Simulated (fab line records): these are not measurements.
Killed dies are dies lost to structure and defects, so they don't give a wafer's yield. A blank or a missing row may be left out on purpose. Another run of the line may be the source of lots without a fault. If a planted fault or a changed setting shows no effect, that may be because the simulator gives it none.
Commonality check across tools :: flow sky130 :: 30 wafers sampled across 10 lots

== REASON FOR OPENING ==
1 of 10 lots carry a flag on the reading LDD_HVN_TW at SKY_LDD_HVN_TW_MEAS_10. Wafers without a fault read 1433, standard deviation 9.
Rule: a lot gets a flag if all its wafers with a number sit over 4 standard deviations from that mean, or if no wafer of it has a number. The other lots count as sound.

lot: L964
measured: day 20 21:03
on: film_metro-02
LDD_HVN_TW, wafer by wafer: 1435 1439 1439
flag: 

lot: L967
measured: day 21 05:18
on: film_metro-03
LDD_HVN_TW, wafer by wafer: 1292 1284 1294
flag: FLAGGED

lot: L968
measured: day 21 17:38
on: film_metro-03
LDD_HVN_TW, wafer by wafer: 1415 1424 1424
flag: 

lot: L976
measured: day 25 21:51
on: film_metro-02
LDD_HVN_TW, wafer by wafer: 1439 1442 1448
flag: 

lot: L982
measured: day 27 08:33
on: film_metro-01
LDD_HVN_TW, wafer by wafer: 1437 1444 1437
flag: 

lot: L984
measured: day 27 16:35
on: film_metro-03
LDD_HVN_TW, wafer by wafer: 1419 1423 1419
flag: 

lot: L983
measured: day 27 19:55
on: film_metro-01
LDD_HVN_TW, wafer by wafer: 1442 1439 1441
flag: 

lot: L986
measured: day 28 00:10
on: film_metro-02
LDD_HVN_TW, wafer by wafer: 1430 1430 1429
flag: 

lot: L985
measured: day 28 04:57
on: film_metro-02
LDD_HVN_TW, wafer by wafer: 1437 1428 1428
flag: 

lot: L987
measured: day 28 13:53
on: film_metro-02
LDD_HVN_TW, wafer by wafer: 1428 1429 1436
flag: 
On average the flagged lots' numbers are 1290, which is -143 against the usual, or -16 standard deviations.

== EACH LOT AND THE TOOL IT RAN ON ==
3 process steps preceding the reading are held in the record, out of 708 steps in the route. Each cell gives the tool, then ch followed by the chambers the sampled wafers passed through, then the start.
lot: L964
flag: 
SKY_POLY_GATE_ETCH_17: rie_si-01 ch 0,2,3, day 16 20:40
SKY_LDD_P_STRIP_10: plasma_asher-03 ch 0,1, day 19 14:10
SKY_LDD_HVN_STRIP_09: plasma_asher-01 ch 0,1, day 20 20:57

lot: L967
flag: FLAGGED
SKY_POLY_GATE_ETCH_17: rie_si-02 ch 0,2, day 17 07:16
SKY_LDD_P_STRIP_10: plasma_asher-03 ch 0, day 19 22:50
SKY_LDD_HVN_STRIP_09: plasma_asher-03 ch 0,1, day 21 05:12

lot: L968
flag: 
SKY_POLY_GATE_ETCH_17: rie_si-02 ch 0,1,2, day 17 20:51
SKY_LDD_P_STRIP_10: plasma_asher-02 ch 0,1, day 20 11:17
SKY_LDD_HVN_STRIP_09: plasma_asher-04 ch 0,1, day 21 17:32

lot: L976
flag: 
SKY_POLY_GATE_ETCH_17: rie_si-01 ch 0,3, day 22 01:16
SKY_LDD_P_STRIP_10: plasma_asher-04 ch 0,1, day 24 15:43
SKY_LDD_HVN_STRIP_09: plasma_asher-04 ch 0,1, day 25 21:45

lot: L982
flag: 
SKY_POLY_GATE_ETCH_17: rie_si-01 ch 0,1, day 23 13:31
SKY_LDD_P_STRIP_10: plasma_asher-03 ch 0,1, day 26 04:02
SKY_LDD_HVN_STRIP_09: plasma_asher-04 ch 0,1, day 27 08:26

lot: L984
flag: 
SKY_POLY_GATE_ETCH_17: rie_si-01 ch 0,1, day 23 21:46
SKY_LDD_P_STRIP_10: plasma_asher-03 ch 0,1, day 26 11:58
SKY_LDD_HVN_STRIP_09: plasma_asher-01 ch 0,1, day 27 16:29

lot: L983
flag: 
SKY_POLY_GATE_ETCH_17: rie_si-02 ch 0,2,3, day 23 23:40
SKY_LDD_P_STRIP_10: plasma_asher-02 ch 0,1, day 26 14:52
SKY_LDD_HVN_STRIP_09: plasma_asher-01 ch 0,1, day 27 19:50

lot: L986
flag: 
SKY_POLY_GATE_ETCH_17: rie_si-01 ch 0,1, day 24 06:12
SKY_LDD_P_STRIP_10: plasma_asher-04 ch 0,1, day 26 18:55
SKY_LDD_HVN_STRIP_09: plasma_asher-03 ch 0,1, day 28 00:04

lot: L985
flag: 
SKY_POLY_GATE_ETCH_17: rie_si-02 ch 1,3, day 24 10:51
SKY_LDD_P_STRIP_10: plasma_asher-04 ch 0, day 27 01:09
SKY_LDD_HVN_STRIP_09: plasma_asher-04 ch 0,1, day 28 04:50

lot: L987
flag: 
SKY_POLY_GATE_ETCH_17: rie_si-01 ch 0,2,3, day 24 18:51
SKY_LDD_P_STRIP_10: plasma_asher-02 ch 0, day 27 09:20
SKY_LDD_HVN_STRIP_09: plasma_asher-04 ch 1, day 28 13:47
What the steps here do:
- SKY_POLY_GATE_ETCH_17: etches poly-Si in HBr/Cl2, stops on SiO2, target depth 180 nm, time 70.5 s.
- SKY_LDD_P_STRIP_10: strips in O2/N2.
- SKY_LDD_HVN_STRIP_09: strips in O2/N2.
- SKY_LDD_HVN_TW_MEAS_10

== FLAGGED AGAINST TOTAL, ONE TOOL AT A TIME (gauges that did the reading follow at the end) ==
step: SKY_POLY_GATE_ETCH_17
tool: rie_si-01
lots run: 6
flagged: 0
share of the flagged lots: none
sound lots run after its first flagged lot: -

step: SKY_POLY_GATE_ETCH_17
tool: rie_si-02
lots run: 4
flagged: 1
share of the flagged lots: all
sound lots run after its first flagged lot: 3 (L968,L983,L985)

step: SKY_LDD_P_STRIP_10
tool: plasma_asher-02
lots run: 3
flagged: 0
share of the flagged lots: none
sound lots run after its first flagged lot: -

step: SKY_LDD_P_STRIP_10
tool: plasma_asher-03
lots run: 4
flagged: 1
share of the flagged lots: all
sound lots run after its first flagged lot: 2 (L982,L984)

step: SKY_LDD_P_STRIP_10
tool: plasma_asher-04
lots run: 3
flagged: 0
share of the flagged lots: none
sound lots run after its first flagged lot: -

step: SKY_LDD_HVN_STRIP_09
tool: plasma_asher-01
lots run: 3
flagged: 0
share of the flagged lots: none
sound lots run after its first flagged lot: -

step: SKY_LDD_HVN_STRIP_09
tool: plasma_asher-03
lots run: 2
flagged: 1
share of the flagged lots: all
sound lots run after its first flagged lot: 1 (L986)

step: SKY_LDD_HVN_STRIP_09
tool: plasma_asher-04
lots run: 5
flagged: 0
share of the flagged lots: none
sound lots run after its first flagged lot: -

step: SKY_LDD_HVN_TW_MEAS_10
tool: film_metro-01
lots run: 2
flagged: 0
share of the flagged lots: none
sound lots run after its first flagged lot: -

step: SKY_LDD_HVN_TW_MEAS_10
tool: film_metro-02
lots run: 5
flagged: 0
share of the flagged lots: none
sound lots run after its first flagged lot: -

step: SKY_LDD_HVN_TW_MEAS_10
tool: film_metro-03
lots run: 3
flagged: 1
share of the flagged lots: all
sound lots run after its first flagged lot: 2 (L968,L984)

== WHAT IS ALLOWED BY THE TABLE ==
4 rows of the table ran every flagged lot: rie_si-02 at SKY_POLY_GATE_ETCH_17, plasma_asher-03 at SKY_LDD_P_STRIP_10, plasma_asher-03 at SKY_LDD_HVN_STRIP_09, film_metro-03 at SKY_LDD_HVN_TW_MEAS_10.
- rie_si-02 at SKY_POLY_GATE_ETCH_17: 1 of its 4 lots flagged. Sound lots followed the first flagged one (L968, L983, L985) on it, something a lasting fault affecting the whole tool could not allow.
- plasma_asher-03 at SKY_LDD_P_STRIP_10: 1 of its 4 lots flagged. Sound lots followed the first flagged one (L982, L984) on it, something a lasting fault affecting the whole tool could not allow. Its own readings (oes_product_au) fall more than 4 standard deviations out on all wafers of the flagged lots.
- plasma_asher-03 at SKY_LDD_HVN_STRIP_09: 1 of its 2 lots flagged. Sound lots followed the first flagged one (L986) on it, something a lasting fault affecting the whole tool could not allow. Its own readings (oes_product_au, strip_time_to_endpoint_s) fall more than 4 standard deviations out on all wafers of the flagged lots.
- film_metro-03 at SKY_LDD_HVN_TW_MEAS_10: 1 of its 3 lots flagged. Sound lots followed the first flagged one (L968, L984) on it, something a lasting fault affecting the whole tool could not allow.
No row of the table ran every flagged lot and no sound lot after the first.

== WHAT WAS PUT IN BY THE SIMULATOR ==
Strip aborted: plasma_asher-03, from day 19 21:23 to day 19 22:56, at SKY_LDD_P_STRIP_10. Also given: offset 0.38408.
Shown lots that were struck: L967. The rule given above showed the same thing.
